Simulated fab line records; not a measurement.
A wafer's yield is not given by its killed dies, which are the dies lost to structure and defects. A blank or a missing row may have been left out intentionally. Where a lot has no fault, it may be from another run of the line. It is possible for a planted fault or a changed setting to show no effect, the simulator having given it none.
Matching of chambers / flow gf180mcu / GF_CONTACT_CVD_00 on hdpcvd-01: 3 sister chambers
The step deposits SiO2, target thk 300 nm, time 50 s. 3 wafers are shown with their chamber, then 7 later ones without.

WAFERS PAIRED WITH THEIR CHAMBERS
wafer=L467.4; chamber=1; sih4 flow sccm (sccm)=60.00
wafer=L483.1; chamber=0; sih4 flow sccm (sccm)=60.08
wafer=L483.2; chamber=2; sih4 flow sccm (sccm)=60.02

WAFERS WHOSE CHAMBER IS MISSING
wafer=L483.3; sih4 flow sccm (sccm)=60.10
wafer=L484.1; sih4 flow sccm (sccm)=59.69
wafer=L484.4; sih4 flow sccm (sccm)=59.63
wafer=L484.6; sih4 flow sccm (sccm)=60.17
wafer=L486.1; sih4 flow sccm (sccm)=60.12
wafer=L486.3; sih4 flow sccm (sccm)=59.88
wafer=L486.4; sih4 flow sccm (sccm)=60.03

EACH ONE'S CHAMBER
wafer=L483.3; from the rows above=can't be placed: 0 or 2 or 1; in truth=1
wafer=L484.1; from the rows above=can't be placed: 1 or 2 or 0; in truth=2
wafer=L484.4; from the rows above=can't be placed: 1 or 2 or 0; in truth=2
wafer=L484.6; from the rows above=can't be placed: 0 or 2 or 1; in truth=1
wafer=L486.1; from the rows above=can't be placed: 0 or 2 or 1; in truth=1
wafer=L486.3; from the rows above=can't be placed: 1 or 2 or 0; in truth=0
wafer=L486.4; from the rows above=can't be placed: 2 or 1 or 0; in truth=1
Placed correctly: 0 of 7. Can't be placed from these rows: 7 (the true chamber is among the candidates in 7). Wrongly placed: 0.
How it was worked out, from the rows above alone: a wafer's distance from a chamber is the root of the sum, over the readings, of the square of ((its reading less the chamber's mean) divided by the reading's scatter). If the next closest chamber is less than 2 further off than the closest, the wafer can't be placed; otherwise it belongs to the closest. A chamber's mean is the mean of its shown wafers. The scatter (one wafer shown for each chamber): square how far every hidden wafer sits from the nearest shown wafer, average those squares and take the square root.
